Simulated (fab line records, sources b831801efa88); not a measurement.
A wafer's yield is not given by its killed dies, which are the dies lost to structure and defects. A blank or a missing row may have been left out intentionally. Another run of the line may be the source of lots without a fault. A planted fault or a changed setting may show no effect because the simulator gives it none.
fab line records	flow sky130
record lots=11	wafers=33	lastDay=50
route steps=708 shown METAL1@454 METAL5@662 PASSIVATION@682 PAD_OPEN@708
lots untouched by any fault: they come from a run of this same line in which no faults occurred
startH: hours from the record's first day to the start of the lot's first wafer shown	waitH: hours from the lot's prior step to this one	" identical to the entry in the row above	L1.1+2: several wafers, shown together as one row	- no value, or no start was given	* or withheld: withheld	< > ~ a bound
route shown NAME@n: a module of which the file shows steps, and the number in the route of the first	usual: mean/standard deviation of fault-free wafers	same: alike in all rows	chamber/n: place in a boat	sites: per-site readings	_std_site: standard deviation of those values	_edge_site: the outer-site mean with the inner-site mean subtracted	radiusMm: how far each site lies from the wafer's centre	mask NAME#n: copy n	behind: the tool/chamber that last shaped the wafer	hold: reason for holding the lot/hours on hold/outcome of the hold	device: the transistor (n, p or np) that didn't switch	end of line: the same wafers' tests at the end of the route	where a step has no rows: the recipe by itself	killed: dies lost to structure and defects at the first sort, not the wafer's yield	map: per-die view of a wafer (x killed, . not killed, _ where there is no die)
set.NAME: the setting the step ran with; set.NAME@STEP: the setting that earlier step ran with	model.NAME: the simulator's own value behind a step, which no gauge read
steps of the route over a sample of lots; a table a step, a row a wafer
services: the hour from which a tool's chamber was out of use, counted from the record's first day as startH (under 0 if before that day), plus the number of hours and why
## steps
# step SKY_METAL1_STRIP_20
# recipe chemistry=O2/N2	powerW=1400	pressureMtorr=1500	platenTempC=withheld	o2FlowSccm=3000	n2FlowSccm=300	overashFraction=0.5
# usual drypumpMotorCurrentA=5.6/0.46	oesProductAu=0.343/0.005	stripTimeToEndpointS=2.69/0.07
lot.wafer	tool	chamber	startH	waitH	drypumpMotorCurrentA	oesProductAu	rfHoursCounterH	stripTimeToEndpointS
L785.1	plasmaAsher-03	1	775.48	0.1	5.9	0.334	93	2.81
L785.3	"	0	"	"	5.6	0.343	-	2.70
L785.6	"	0	"	"	5.6	0.339	-	2.67
L786.2	plasmaAsher-02	1	777.00	0.1	4.9	0.349	36	2.69
L786.5	"	0	"	"	5.9	0.343	-	2.66
L786.6	"	1	"	"	4.9	0.336	-	2.67
L787.2	plasmaAsher-02	0	789.80	0.1	5.9	0.338	37	2.61
L787.3	"	0	"	"	5.8	0.346	-	2.59
L787.4	"	1	"	"	4.9	0.341	-	2.74
L788.3	plasmaAsher-03	1	793.14	0.1	6.0	0.347	-	2.71
L788.5	"	0	"	"	5.6	0.344	-	2.60
L788.6	"	1	"	"	5.9	0.340	-	2.74
L790.1	plasmaAsher-01	1	811.34	0.1	5.4	0.344	72	2.72
L790.3	"	0	"	"	6.3	0.348	-	2.83
L790.5	"	1	"	"	5.4	0.346	-	2.80
L797.1	plasmaAsher-01	1	863.80	0.1	5.4	0.341	78	2.69
L797.3	"	1	"	"	5.4	0.341	-	2.69
L797.5	"	0	"	"	6.2	0.345	-	2.67
L798.1	plasmaAsher-01	1	878.14	0.1	5.5	0.341	79	2.71
L798.4	"	0	"	"	6.3	0.349	-	2.80
L798.5	"	0	"	"	6.2	0.335	-	2.69
L801.1	plasmaAsher-03	0	896.70	0.1	5.6	0.347	105	2.71
L801.4	"	0	"	"	5.6	0.342	-	2.70
L801.5	"	1	"	"	5.9	0.347	-	2.81
L804.3	plasmaAsher-02	0	915.44	0.1	5.9	0.336	-	2.57
L804.4	"	1	"	"	4.9	0.349	-	2.73
L804.6	"	0	"	"	5.9	0.342	-	2.68
L805.1	plasmaAsher-03	1	923.29	0.1	6.0	0.348	108	2.75
L805.2	"	0	"	"	5.5	0.341	108	2.70
L805.6	"	0	"	"	5.6	0.339	-	2.76
L807.1	plasmaAsher-02	0	939.19	0.1	5.9	0.350	53	2.70
L807.4	"	0	"	"	5.9	0.354	-	2.81
L807.6	"	1	"	"	4.9	0.344	-	2.82
# step SKY_METAL5_SPUTTER_01
# recipe material=TiN	targetThkNm=20	powerW=6500	timeS=16.7	chamberPressurePa=0.4
# usual chamberPressurePa=0.4001/0.00077	throttleValvePct=30.1/0.99
# same timeS=16.7
lot.wafer	tool	chamber	startH	waitH	chamberPressurePa	throttleValvePct
L785.1	pvdSputter-03	-	1018.53	0.0	0.3993	29.2
L785.3	"	-	"	"	0.4001	29.2
L785.6	"	-	"	"	0.4011	30.2
L786.2	pvdSputter-02	-	1018.83	0.0	0.4007	29.9
L786.5	"	-	"	"	0.3984	31.4
L786.6	"	-	"	"	0.4007	29.6
L787.2	pvdSputter-02	-	1029.03	0.0	0.3997	29.4
L787.3	"	-	"	"	0.3993	29.1
L787.4	"	-	"	"	0.4013	29.5
L788.3	pvdSputter-04	-	1031.87	0.0	0.3996	29.0
L788.5	"	-	"	"	0.3995	30.2
L788.6	"	-	"	"	0.4006	29.8
L790.1	pvdSputter-03	-	1045.97	0.0	0.4000	30.1
L790.3	"	-	"	"	0.3994	29.3
L790.5	"	-	"	"	0.4005	28.8
L797.1	pvdSputter-04	-	1092.11	0.0	0.4002	31.6
L797.3	"	-	"	"	0.4005	29.5
L797.5	"	-	"	"	0.3993	30.4
L798.1	pvdSputter-04	-	1106.34	0.0	0.4009	30.5
L798.4	"	-	"	"	0.3984	29.7
L798.5	"	-	"	"	0.3991	30.0
L801.1	pvdSputter-04	-	1116.57	0.0	0.4003	29.6
L801.4	"	-	"	"	0.3992	29.7
L801.5	"	-	"	"	0.4001	30.6
L804.3	pvdSputter-03	-	1136.16	0.0	0.3987	30.1
L804.4	"	-	"	"	0.3986	29.1
L804.6	"	-	"	"	0.4005	32.0
L805.1	pvdSputter-03	-	1138.56	0.0	0.4004	32.0
L805.2	"	-	"	"	0.4008	29.8
L805.6	"	-	"	"	0.3995	29.4
L807.1	pvdSputter-04	-	1154.57	0.0	0.3998	31.8
L807.4	"	-	"	"	0.3987	30.3
L807.6	"	-	"	"	0.4013	29.5
# step SKY_METAL5_METAL_ETCH_15
# recipe targetDepthA=12600	stopOn=SiO2	overEtchFrac=0.2	timeS=252	chemistry=Cl2/BCl3	resistSidewallDeg=86	pressureMtorr=10	icpW=900	biasW=48.5	Cl2_flow_sccm=60	bcl3FlowSccm=30
# usual drypumpMotorCurrentA=5.9/0.45	oesProductAu=0.894/0.0051	throttleValvePct=22.264/0.01
# same overEtchFrac=0.2	timeS=252
lot.wafer	tool	chamber	startH	waitH	drypumpMotorCurrentA	oesProductAu	rfHoursCounterH	throttleValvePct
L785.1	rieMetal-01	1	1040.88	0.0	5.3	0.895	21	22.254
L785.3	"	1	"	"	5.4	0.901	-	22.273
L785.6	"	1	"	"	5.3	0.890	-	22.249
L786.2	rieMetal-02	1	1041.18	0.0	6.1	0.888	11	22.264
L786.5	"	0	"	"	5.4	0.888	-	22.272
L786.6	"	1	"	"	6.1	0.887	-	22.258
L787.2	rieMetal-01	0	1051.40	0.0	6.5	0.888	13	22.271
L787.3	"	1	"	"	5.4	0.905	-	22.258
L787.4	"	0	"	"	6.6	0.898	-	22.263
L788.3	rieMetal-02	0	1053.78	0.2	5.4	0.906	-	22.283
L788.5	"	0	"	"	5.4	0.892	-	22.266
L788.6	"	0	"	"	5.4	0.898	-	22.263
L790.1	rieMetal-01	0	1068.53	0.0	6.6	0.902	15	22.237
L790.3	"	1	"	"	5.3	0.887	-	22.269
L790.5	"	0	"	"	6.6	0.887	-	22.268
L797.1	rieMetal-03	0	1112.51	0.0	5.6	0.894	17	22.278
L797.3	"	1	"	"	6.2	0.901	-	22.251
L797.5	"	0	"	"	5.7	0.892	-	22.248
L798.1	rieMetal-01	1	1125.91	0.0	5.4	0.888	26	22.266
L798.4	"	1	"	"	5.3	0.907	-	22.260
L798.5	"	1	"	"	5.3	0.889	-	22.282
L801.1	rieMetal-02	0	1136.80	0.0	5.4	0.895	22	22.259
L801.4	"	0	"	"	5.4	0.890	-	22.276
L801.5	"	1	"	"	6.1	0.896	-	22.260
L804.3	rieMetal-03	0	1154.48	0.1	5.7	0.896	-	22.265
L804.4	"	1	"	"	6.2	0.895	-	22.260
L804.6	"	0	"	"	5.7	0.894	-	22.251
L805.1	rieMetal-02	1	1157.36	0.0	6.1	0.897	19	22.265
L805.2	"	0	"	"	5.4	0.900	23	22.267
L805.6	"	0	"	"	5.4	0.896	-	22.264
L807.1	rieMetal-02	0	1172.46	0.0	5.4	0.898	24	22.271
L807.4	"	0	"	"	5.4	0.901	-	22.266
L807.6	"	0	"	"	5.4	0.897	-	22.251
# step SKY_PASSIVATION_THK_MEAS_01
# recipe reads=SiO2_of_PASSIVATION_CVD_00
# usual PASSIVATION_CVD_00_THK=90.1/1.2
lot.wafer	tool	chamber	startH	waitH	PASSIVATION_CVD_00_THK[nm]
L785.1	filmMetro-03	-	1041.74	-	87.9
L785.3	"	-	"	"	89.7
L785.6	"	-	"	"	90.0
L786.2	filmMetro-03	-	1042.05	-	89.4
L786.5	"	-	"	"	89.6
L786.6	"	-	"	"	90.5
L787.2	filmMetro-02	-	1052.26	-	88.7
L787.3	"	-	"	"	88.3
L787.4	"	-	"	"	89.0
L788.3	filmMetro-01	-	1054.72	-	89.2
L788.5	"	-	"	"	88.9
L788.6	"	-	"	"	90.6
L790.1	filmMetro-03	-	1069.40	-	90.5
L790.3	"	-	"	"	89.3
L790.5	"	-	"	"	90.2
L797.1	filmMetro-03	-	1113.41	-	88.9
L797.3	"	-	"	"	90.4
L797.5	"	-	"	"	92.4
L798.1	filmMetro-01	-	1126.78	-	88.7
L798.4	"	-	"	"	90.4
L798.5	"	-	"	"	89.0
L801.1	filmMetro-01	-	1137.70	-	89.0
L801.4	"	-	"	"	91.4
L801.5	"	-	"	"	91.8
L804.3	filmMetro-03	-	1155.27	-	91.2
L804.4	"	-	"	"	89.9
L804.6	"	-	"	"	91.5
L805.1	filmMetro-03	-	1158.36	-	89.3
L805.2	"	-	"	"	91.1
L805.6	"	-	"	"	92.0
L807.1	filmMetro-02	-	1173.34	-	90.1
L807.4	"	-	"	"	92.4
L807.6	"	-	"	"	90.9
# step SKY_PAD_OPEN_PROBE_99
# usual defectLimitedYield=82.6/1.9	killed_at_M0_to_M3=43/5.9	killed_at_M4_up=2.9/1.5	killedAtContacts=24/5	killedAtFrontEnd=15/4.8	killedAtOther=0.2/0.5	killedDies=86/9.3	killedOpen=47/7.1	killedShort=38/6.3	sort_bin_3_pad_short=0.8/0.42	sort_bin_5_function=10.2/1.4	sort_bin_6_memory=6.4/1.1	sortNPass=406/9.3	sortYieldPct=82.6/1.9
# same grossDies=492	killedAtBackSide=0	sort_bin_4_leakage[%]=0	sort_bin_8_speed[%]=0
lot.wafer	tool	chamber	startH	waitH	defectLimitedYield[%]	killed_at_M0_to_M3	killed_at_M4_up	killedAtContacts	killedAtFrontEnd	killedAtOther	killedDies	killedOpen	killedShort	sort_bin_3_pad_short[%]	sort_bin_5_function[%]	sort_bin_6_memory[%]	sortNPass	sortYieldPct[%]
L785.1	prober-01	-	1088.87	0.1	83.7	51	2	20	7	0	80	43	37	1.0	9.8	5.5	412	83.7
L785.3	prober-01	-	1088.97	0.2	84.1	37	2	22	16	1	78	43	35	0.4	10.2	5.3	414	84.1
L785.6	prober-01	-	1089.12	0.2	82.3	46	3	28	10	0	87	52	35	0.4	11.6	5.7	405	82.3
L786.2	prober-02	-	1090.42	0.1	81.9	50	2	23	14	0	89	58	31	0.6	12.6	4.9	403	81.9
L786.5	prober-02	-	1090.57	0.2	83.9	35	5	25	13	1	79	42	37	0.4	10.2	5.5	413	83.9
L786.6	prober-02	-	1090.62	0.2	81.7	47	6	19	18	0	90	48	42	1.2	10.0	7.1	402	81.7
L787.2	prober-01	-	1098.08	0.1	83.7	37	0	23	19	1	80	44	36	1.2	9.1	5.9	412	83.7
L787.3	prober-01	-	1098.13	0.2	81.7	46	1	27	16	0	90	57	33	1.0	11.2	6.1	402	81.7
L787.4	prober-01	-	1098.18	0.2	81.5	48	4	17	22	0	91	49	42	0.8	11.0	6.7	401	81.5
L788.3	prober-02	-	1098.78	0.2	81.1	52	4	24	12	1	93	49	44	0.2	11.2	7.5	399	81.1
L788.5	prober-02	-	1098.88	0.2	82.5	41	1	28	16	0	86	39	47	1.6	10.6	5.3	406	82.5
L788.6	prober-02	-	1098.93	0.2	81.5	53	2	27	9	0	91	47	44	1.0	11.6	5.9	401	81.5
L790.1	prober-02	-	1112.70	0.1	81.7	44	3	28	14	1	90	46	44	1.8	11.6	4.9	402	81.7
L790.3	prober-02	-	1112.80	0.2	82.3	34	3	25	25	0	87	47	40	1.4	10.0	6.3	405	82.3
L790.5	prober-02	-	1112.90	0.2	82.1	46	2	23	17	0	88	47	41	0.8	10.6	6.5	404	82.1
L797.1	prober-01	-	1154.49	0.1	76.0	75	6	28	9	0	118	54	35	1.4	14.8	7.7	374	76.0
L797.3	prober-01	-	1154.59	0.2	76.8	73	2	27	12	0	114	45	41	2.8	13.2	7.1	378	76.8
L797.5	prober-01	-	1154.69	0.2	84.8	42	5	12	16	0	75	43	32	1.0	7.9	6.3	417	84.8
L798.1	prober-02	-	1164.33	0.1	77.2	80	3	14	14	1	112	43	35	1.8	14.8	6.1	380	77.2
L798.4	prober-02	-	1164.48	0.2	84.6	45	2	22	7	0	76	38	38	0.8	8.3	6.3	416	84.6
L798.5	prober-02	-	1164.53	0.2	83.5	40	4	22	15	0	81	45	36	0.8	11.0	4.7	411	83.5
L801.1	prober-01	-	1176.94	0.1	81.9	48	1	28	12	0	89	49	40	1.0	9.8	7.3	403	81.9
L801.4	prober-01	-	1177.09	0.2	82.5	46	0	27	13	0	86	46	40	0.6	10.8	6.1	406	82.5
L801.5	prober-01	-	1177.14	0.2	78.5	51	5	26	22	2	106	66	40	1.2	11.6	8.7	386	78.5
L804.3	prober-01	-	1193.62	0.2	85.6	31	3	18	19	0	71	44	27	0.6	9.6	4.3	421	85.6
L804.4	prober-01	-	1193.67	0.2	83.5	43	4	23	11	0	81	41	40	0.8	9.6	6.1	411	83.5
L804.6	prober-01	-	1193.77	0.2	76.8	66	3	29	16	0	114	55	59	1.6	14.8	6.7	378	76.8
L805.1	prober-02	-	1194.82	0.1	81.9	43	4	29	13	0	89	61	28	0.6	9.8	7.7	403	81.9
L805.2	prober-02	-	1194.87	0.1	84.3	41	1	22	13	0	77	37	40	1.2	7.9	6.5	415	84.3
L805.6	prober-02	-	1195.07	0.2	84.6	35	2	28	11	0	76	48	28	0.8	8.9	5.7	416	84.6
L807.1	prober-02	-	1208.84	0.1	81.9	42	3	26	17	1	89	51	38	1.2	10.8	6.1	403	81.9
L807.4	prober-02	-	1208.99	0.2	82.9	39	1	25	18	1	84	47	37	0.4	9.6	7.1	408	82.9
L807.6	prober-02	-	1209.09	0.2	83.1	40	3	27	13	0	83	41	42	1.0	8.7	7.1	409	83.1
# killed by level:class
L785.1 VIA1:geometricParticle:open=12 CONTACT:geometricParticle:open=9 METAL2:geometricParticle:short=8 VIA3:geometricParticle:open=7 LI_CONTACT:geometricParticle:open=6 METAL1:geometricParticle:short=6 VIA1:geometricParticle:short=4 VIA2:geometricParticle:open=4
L785.3 CONTACT:geometricParticle:open=9 METAL2:geometricParticle:short=7 VIA3:geometricParticle:open=7 POLY_GATE:geometricParticle:open=6 VIA1:geometricParticle:open=6 POLY_GATE:geometricParticle:short=5 LI_CONTACT:geometricParticle:open=5 CONTACT:geometricParticle:short=5
L785.6 LI_CONTACT:geometricParticle:open=9 VIA2:geometricParticle:open=9 VIA1:geometricParticle:open=8 CONTACT:geometricParticle:short=6 CONTACT:geometricParticle:open=6 VIA3:geometricParticle:open=6 METAL1:geometricParticle:short=6 FIELD_ISO:geometricParticle:open=5
L786.2 VIA1:geometricParticle:open=15 CONTACT:geometricParticle:open=10 VIA2:geometricParticle:open=10 VIA3:geometricParticle:open=7 CONTACT:geometricParticle:short=5 FIELD_ISO:geometricParticle:open=4 METAL1:geometricParticle:short=4 METAL2:geometricParticle:short=4
L786.5 CONTACT:geometricParticle:open=8 VIA2:geometricParticle:open=7 LI_CONTACT:geometricParticle:open=6 FIELD_ISO:geometricParticle:short=5 METAL1:geometricParticle:short=5 METAL2:geometricParticle:open=5 LOCAL_INTERCONNECT:geometricParticle:short=4 VIA1:geometricParticle:open=4
L786.6 VIA1:geometricParticle:open=13 FIELD_ISO:geometricParticle:open=6 VIA1:geometricParticle:short=6 CONTACT:geometricParticle:open=6 METAL2:geometricParticle:short=6 VIA3:geometricParticle:open=6 POLY_GATE:geometricParticle:short=4 LI_CONTACT:geometricParticle:short=4
L787.2 CONTACT:geometricParticle:open=9 LI_CONTACT:geometricParticle:open=7 VIA1:geometricParticle:open=6 VIA2:geometricParticle:open=6 POLY_GATE:geometricParticle:short=5 VIA3:geometricParticle:open=5 FIELD_ISO:geometricParticle:short=4 VIA1:geometricParticle:short=4
L787.3 CONTACT:geometricParticle:open=11 LI_CONTACT:geometricParticle:open=8 VIA1:geometricParticle:open=8 VIA2:geometricParticle:open=8 FIELD_ISO:geometricParticle:short=5 POLY_GATE:geometricParticle:open=5 VIA3:geometricParticle:open=5 CONTACT:geometricParticle:short=4
L787.4 VIA1:geometricParticle:open=10 VIA3:geometricParticle:open=10 CONTACT:geometricParticle:open=9 VIA3:geometricParticle:short=8 FIELD_ISO:geometricParticle:short=7 METAL1:geometricParticle:short=6 FIELD_ISO:geometricParticle:open=5 LI_CONTACT:geometricParticle:open=5
L788.3 VIA1:geometricParticle:open=14 VIA3:geometricParticle:open=8 VIA2:geometricParticle:open=7 LI_CONTACT:geometricParticle:open=6 METAL3:geometricParticle:short=6 CONTACT:geometricParticle:open=6 LI_CONTACT:geometricParticle:short=5 VIA1:geometricParticle:short=5
L788.5 CONTACT:geometricParticle:open=12 VIA1:geometricParticle:short=8 METAL2:geometricParticle:short=7 VIA1:geometricParticle:open=7 LI_CONTACT:geometricParticle:open=6 FIELD_ISO:geometricParticle:short=5 CONTACT:geometricParticle:short=5 METAL1:geometricParticle:open=5
L788.6 CONTACT:geometricParticle:open=13 METAL2:geometricParticle:short=8 METAL1:geometricParticle:short=8 LI_CONTACT:geometricParticle:open=7 VIA1:geometricParticle:open=7 VIA1:geometricParticle:short=7 VIA3:geometricParticle:open=7 VIA3:geometricParticle:short=6
L790.1 VIA1:geometricParticle:open=14 CONTACT:geometricParticle:open=10 FIELD_ISO:geometricParticle:short=8 LI_CONTACT:geometricParticle:open=7 CONTACT:geometricParticle:short=7 METAL2:geometricParticle:short=5 VIA2:geometricParticle:short=5 VIA1:geometricParticle:short=4
L790.3 LI_CONTACT:geometricParticle:open=11 FIELD_ISO:geometricParticle:short=8 FIELD_ISO:geometricParticle:open=8 VIA3:geometricParticle:open=8 VIA1:geometricParticle:open=7 CONTACT:geometricParticle:short=5 METAL1:geometricParticle:short=5 POLY_GATE:geometricParticle:short=4
L790.5 VIA1:geometricParticle:open=11 VIA3:geometricParticle:open=9 LOCAL_INTERCONNECT:geometricParticle:short=8 LI_CONTACT:geometricParticle:open=6 FIELD_ISO:geometricParticle:open=5 METAL2:geometricParticle:short=5 POLY_GATE:geometricParticle:open=4 POLY_GATE:geometricParticle:short=4
L797.1 METAL1:unspecified=29 CONTACT:geometricParticle:open=15 VIA1:geometricParticle:open=12 VIA2:geometricParticle:open=8 METAL2:geometricParticle:short=6 VIA3:geometricParticle:open=6 VIA1:geometricParticle:short=5 LI_CONTACT:geometricParticle:open=4
L797.3 METAL1:unspecified=28 VIA1:geometricParticle:open=11 CONTACT:geometricParticle:short=8 VIA3:geometricParticle:open=7 CONTACT:geometricParticle:open=7 VIA1:geometricParticle:short=6 VIA2:geometricParticle:open=6 LI_CONTACT:geometricParticle:open=5
L797.5 VIA1:geometricParticle:open=11 VIA3:geometricParticle:open=8 VIA1:geometricParticle:short=5 FIELD_ISO:geometricParticle:short=4 FIELD_ISO:geometricParticle:open=4 CONTACT:geometricParticle:open=4 VIA2:geometricParticle:short=4 SPACER:geometricParticle:open=3
L798.1 METAL1:unspecified=34 VIA1:geometricParticle:open=15 VIA3:geometricParticle:open=6 METAL2:geometricParticle:short=6 FIELD_ISO:geometricParticle:open=5 CONTACT:geometricParticle:short=5 VIA2:geometricParticle:open=5 POLY_GATE:geometricParticle:short=4
L798.4 CONTACT:geometricParticle:open=11 METAL2:geometricParticle:short=9 METAL1:geometricParticle:short=9 VIA2:geometricParticle:open=8 VIA3:geometricParticle:open=7 VIA1:geometricParticle:open=5 LI_CONTACT:geometricParticle:open=4 POLY_GATE:geometricParticle:short=3
L798.5 CONTACT:geometricParticle:open=8 LI_CONTACT:geometricParticle:open=7 VIA2:geometricParticle:open=7 VIA3:geometricParticle:open=7 METAL2:geometricParticle:short=5 CONTACT:geometricParticle:short=5 FIELD_ISO:geometricParticle:short=4 POLY_GATE:geometricParticle:open=4
L801.1 VIA1:geometricParticle:open=15 CONTACT:geometricParticle:open=8 VIA1:geometricParticle:short=8 VIA2:geometricParticle:open=8 LI_CONTACT:geometricParticle:open=7 CONTACT:geometricParticle:short=6 VIA3:geometricParticle:open=6 FIELD_ISO:geometricParticle:short=5
L801.4 VIA1:geometricParticle:open=13 CONTACT:geometricParticle:open=11 METAL1:geometricParticle:short=7 LOCAL_INTERCONNECT:geometricParticle:short=5 VIA3:geometricParticle:open=5 LI_CONTACT:geometricParticle:open=4 METAL2:geometricParticle:short=4 VIA1:geometricParticle:short=4
L801.5 VIA1:geometricParticle:open=20 CONTACT:geometricParticle:open=11 VIA3:geometricParticle:open=10 LI_CONTACT:geometricParticle:open=7 FIELD_ISO:geometricParticle:open=6 VIA1:geometricParticle:short=6 POLY_GATE:geometricParticle:open=5 METAL1:geometricParticle:short=5
L804.3 LI_CONTACT:geometricParticle:open=9 VIA3:geometricParticle:open=9 POLY_GATE:geometricParticle:open=5 VIA1:geometricParticle:open=5 FIELD_ISO:geometricParticle:open=4 POLY_GATE:geometricParticle:short=3 LI_CONTACT:geometricParticle:short=3 CONTACT:geometricParticle:open=3
L804.4 CONTACT:geometricParticle:open=10 VIA1:geometricParticle:open=7 VIA2:geometricParticle:open=6 VIA2:geometricParticle:short=6 LI_CONTACT:geometricParticle:short=5 VIA3:geometricParticle:open=5 POLY_GATE:geometricParticle:short=4 CONTACT:geometricParticle:short=4
L804.6 METAL2:geometricParticle:short=13 VIA2:geometricParticle:open=10 CONTACT:geometricParticle:open=10 VIA1:geometricParticle:open=10 FIELD_ISO:geometricParticle:short=9 VIA3:geometricParticle:open=7 CONTACT:geometricParticle:short=6 METAL1:geometricParticle:short=5
L805.1 VIA1:geometricParticle:open=14 CONTACT:geometricParticle:open=12 LI_CONTACT:geometricParticle:open=8 CONTACT:geometricParticle:short=8 VIA2:geometricParticle:open=8 FIELD_ISO:geometricParticle:open=4 METAL2:geometricParticle:short=4 METAL3:geometricParticle:open=4
L805.2 METAL2:geometricParticle:short=9 VIA1:geometricParticle:open=8 METAL1:geometricParticle:short=6 LI_CONTACT:geometricParticle:open=5 LOCAL_INTERCONNECT:geometricParticle:short=5 CONTACT:geometricParticle:open=5 VIA2:geometricParticle:open=5 CONTACT:geometricParticle:short=4
L805.6 CONTACT:geometricParticle:open=20 VIA1:geometricParticle:open=8 METAL1:geometricParticle:short=5 VIA2:geometricParticle:open=5 VIA3:geometricParticle:open=5 VIA2:geometricParticle:short=4 POLY_GATE:geometricParticle:short=3 LI_CONTACT:geometricParticle:open=3
L807.1 VIA1:geometricParticle:open=10 POLY_GATE:geometricParticle:open=9 CONTACT:geometricParticle:open=7 VIA2:geometricParticle:open=7 LOCAL_INTERCONNECT:geometricParticle:short=6 LI_CONTACT:geometricParticle:open=5 CONTACT:geometricParticle:short=5 METAL2:geometricParticle:open=5
L807.4 CONTACT:geometricParticle:open=10 FIELD_ISO:geometricParticle:open=8 VIA1:geometricParticle:open=8 VIA1:geometricParticle:short=6 CONTACT:geometricParticle:short=6 LI_CONTACT:geometricParticle:open=5 VIA3:geometricParticle:open=5 POLY_GATE:geometricParticle:short=4
L807.6 CONTACT:geometricParticle:open=10 METAL1:geometricParticle:short=6 VIA1:geometricParticle:open=6 VIA2:geometricParticle:open=6 POLY_GATE:geometricParticle:open=5 LOCAL_INTERCONNECT:geometricParticle:short=5 CONTACT:geometricParticle:short=5 METAL2:geometricParticle:short=5
## services
tool	chamber	startH	hours	kind
pvdSputter-03	-	764.37	10.1	repair
rieMetal-01	-	814.60	7.1	repair
plasmaAsher-03	-	829.52	4.3	pm
rieMetal-03	0	836.06	42.8	repair
plasmaAsher-02	-	838.92	0.4	repair
pvdSputter-04	-	850.48	5.6	repair
plasmaAsher-01	-	853.82	1.0	repair
rieMetal-01	-	871.29	2.8	pm
plasmaAsher-01	-	920.74	1.3	repair
plasmaAsher-02	-	930.86	1.9	repair
plasmaAsher-01	-	938.12	5.6	repair
plasmaAsher-02	-	1010.94	2.8	repair
plasmaAsher-02	-	1036.81	2.8	pm
rieMetal-02	1	1050.84	4.1	repair
pvdSputter-04	-	1053.87	1.9	repair
plasmaAsher-03	-	1055.25	9.0	pm
pvdSputter-03	-	1072.59	3.6	repair
plasmaAsher-01	-	1076.77	6.7	repair
plasmaAsher-01	-	1083.45	10.2	pm
rieMetal-01	1	1085.52	7.9	repair
pvdSputter-03	-	1094.92	1.5	repair
pvdSputter-04	-	1126.41	0.9	repair
plasmaAsher-02	-	1129.03	0.5	repair
rieMetal-02	0	1160.86	7.4	repair
## key
firstSign step=SKY_PAD_OPEN_PROBE_99	reading=killed_at_M0_to_M3	direction=up	sigmas=5.5	usual=43	struck=76
effect step=SKY_PAD_OPEN_PROBE_99	reading=defectLimitedYield	direction=down	sigmas=3.1	usual=82.6	struck=76.7
metAt SKY_METAL1_STRIP_20
struckLots L797,L798
struckWafers L797.1,L797.3,L798.1
notActingAt SKY_METAL5_SPUTTER_01,SKY_METAL5_METAL_ETCH_15,SKY_PASSIVATION_THK_MEAS_01
onsetBetween 811.34 863.80
fault kind=chamberParticleSource	tool=plasmaAsher-01	chamber=1	onsetH=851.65	steps=SKY_METAL1_STRIP_20	ratePerVisitCm2=0.8347	endH=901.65
